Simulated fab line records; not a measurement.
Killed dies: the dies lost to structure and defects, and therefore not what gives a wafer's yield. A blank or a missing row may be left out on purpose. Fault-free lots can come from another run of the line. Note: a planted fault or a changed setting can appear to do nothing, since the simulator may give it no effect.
2 desks, one fault + flow sky130 + every desk sees just its own numbers, and what lay behind them comes last

THE TOOL OWNER'S DESK: hdpcvd-02
The tool's own readings at SKY_CONTACT_HDPCVD_02 (deposits SiO2, target thk 565 nm, time 94.2 s): means of the sampled wafers that have a number, for each lot that ran on this tool. If a lot's mean is further than 4 standard deviations from the usual mean, the lot is out of limits and carries the mark OUT (the distance appears in the brackets).
Columns: A = run-length-s at SKY_CONTACT_HDPCVD_02, usual 122.2 s
| lot  | first seen here | A               |
|------|-----------------|-----------------|
| L844 | day 31 02:20    | 122.2           |
| L845 | day 31 03:12    | 116.4 (-17) OUT |
| L856 | day 35 01:37    | 122.3           |
| L857 | day 35 12:17    | 122.1           |
| L859 | day 36 00:02    | 122.4           |
| L862 | day 36 11:35    | 122.1           |
Finding of this desk: L845 out of limits; the first was L845 at day 31 03:12, on run-length-s at SKY_CONTACT_HDPCVD_02. Within limits: L844, L856, L857, L859, L862.

METROLOGY DESK
Lot by lot, what the gauges showed, no matter which tool ran the lot: averages of those sampled wafers that carry a number. If a lot's mean is further than 4 standard deviations from the usual mean, the lot is out of limits and carries the mark OUT (the distance appears in the brackets).
Columns: A = LOCAL_INTERCONNECT_TIN_RS at SKY_LOCAL_INTERCONNECT_RS_MEAS_01, usual 14.11 ohm/sq; B = CONTACT_HDPCVD_THK at SKY_CONTACT_THK_MEAS_03, usual 566 nm
| lot  | first seen here | A     | B              |
|------|-----------------|-------|----------------|
| L842 | day 29 02:57    | 13.82 | 566            |
| L844 | day 29 21:04    | 14.24 | 564            |
| L845 | day 29 22:22    | 14.02 | 526 (-7.6) OUT |
| L854 | day 33 02:25    | 14.09 | 562            |
| L855 | day 33 12:47    | 14.15 | 561            |
| L856 | day 33 21:27    | 13.86 | 568            |
| L857 | day 34 07:58    | 14.06 | 568            |
| L858 | day 34 08:30    | 14.31 | 567            |
| L860 | day 34 19:10    | 14.08 | 565            |
| L859 | day 34 20:05    | 14.02 | 569            |
| L862 | day 35 08:09    | 14.10 | 574            |
This desk's finding: out of limits on L845; first on L845, day 31 03:16 (CONTACT_HDPCVD_THK at SKY_CONTACT_THK_MEAS_03). Within limits: L842, L844, L854, L855, L856, L857, L858, L860, L859, L862.

ALL TOGETHER
The tool owner's desk could have raised an alarm at day 31 03:12, on L845.
Metrology desk: alarm possible at day 31 03:16 on L845.
Every lot named ran SKY_CONTACT_HDPCVD_02 on hdpcvd-02.

WHAT WAS PUT IN BY THE SIMULATOR
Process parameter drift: hdpcvd-02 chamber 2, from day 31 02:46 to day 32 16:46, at SKY_CONTACT_HDPCVD_02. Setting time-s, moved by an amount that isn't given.
Struck lots among those shown: L845.
Fault start to first reading out of limits, in hours, per desk: tool owner, 0; metrology, 1.
